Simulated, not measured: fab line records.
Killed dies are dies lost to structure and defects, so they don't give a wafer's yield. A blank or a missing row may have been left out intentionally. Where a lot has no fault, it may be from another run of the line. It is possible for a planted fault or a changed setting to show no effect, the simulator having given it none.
One fault through the eyes of 2 desks :: flow gf180mcu :: only its own numbers are on each desk; what lay behind them is given at the end

THE METROLOGY DESK
Means of the sampled wafers that have a number, per lot and without regard to the tool the lot ran on: this is what the gauges read. The brackets show how far a lot's mean lies from the usual mean; more than 4 standard deviations puts the lot out of limits, marked OUT. It has 8 readings; the 7 that lie furthest out on some lot are the ones shown.
Columns: A = NWELL_OVL at GF_NWELL_OVL_MEAS_07, usual -0.6 nm; B = LVPWELL_OVL at GF_LVPWELL_OVL_MEAS_07, usual -0.5 nm; C = LVPWELL_TW at GF_LVPWELL_TW_MEAS_11, usual 564; D = MVSD_OVL at GF_MVSD_OVL_MEAS_07, usual -1.4 nm; E = MVSD_TW at GF_MVSD_TW_MEAS_11, usual 1593; F = MVPSD_OVL at GF_MVPSD_OVL_MEAS_07, usual -0.6 nm; G = MVPSD_TW at GF_MVPSD_TW_MEAS_11, usual 556.7
lot: L154
first seen here: day 3 06:19
A: -0.1
B: -1.2
C: 563
D: -1.4
E: 1586
F: -0.1
G: 551.0

lot: L162
first seen here: day 5 01:52
A: -4.2
B: 1.3
C: 566
D: -1.5
E: 1591
F: -0.6
G: 555.8

lot: L168
first seen here: day 6 09:56
A: -1.5
B: -2.1
C: 560
D: -1.3
E: 1600
F: 0.8
G: 559.0

lot: L170
first seen here: day 6 22:32
A: 0.6
B: -0.2
C: 566
D: -4.1
E: 1594
F: -1.7
G: 560.3

lot: L172
first seen here: day 7 10:49
A: -1.2
B: -2.1
C: 561
D: -0.8
E: 1603
F: -1.7
G: 552.1

lot: L174
first seen here: day 7 20:37
A: -0.6
B: -3.4
C: 568
D: 0.1
E: 1604
F: -0.3
G: 557.4
This desk found nothing out of limits on any of the 6 lots.

FOR THE TOOL OWNER'S DESK: lithoTrack-04
The tool's own readings at GF_LVPWELL_DEVELOP_06 (develop time 60 s): means of the sampled wafers that have a number, for each lot that ran on this tool. The brackets show how far a lot's mean lies from the usual mean; more than 4 standard deviations puts the lot out of limits, marked OUT.
Columns: A = developerTempC at GF_LVPWELL_DEVELOP_06, usual 23.01 C
lot: L162
first seen here: day 5 16:00
A: 23.01

lot: L168
first seen here: day 7 01:00
A: 23.04

lot: L170
first seen here: day 7 14:00
A: 22.94
This desk found nothing out of limits on any of the 3 lots.

ALL TOGETHER
Nothing out of limits was seen by the metrology desk.
The desk of the tool owner found nothing out of limits.

WHAT THE SIMULATOR HAD PUT IN
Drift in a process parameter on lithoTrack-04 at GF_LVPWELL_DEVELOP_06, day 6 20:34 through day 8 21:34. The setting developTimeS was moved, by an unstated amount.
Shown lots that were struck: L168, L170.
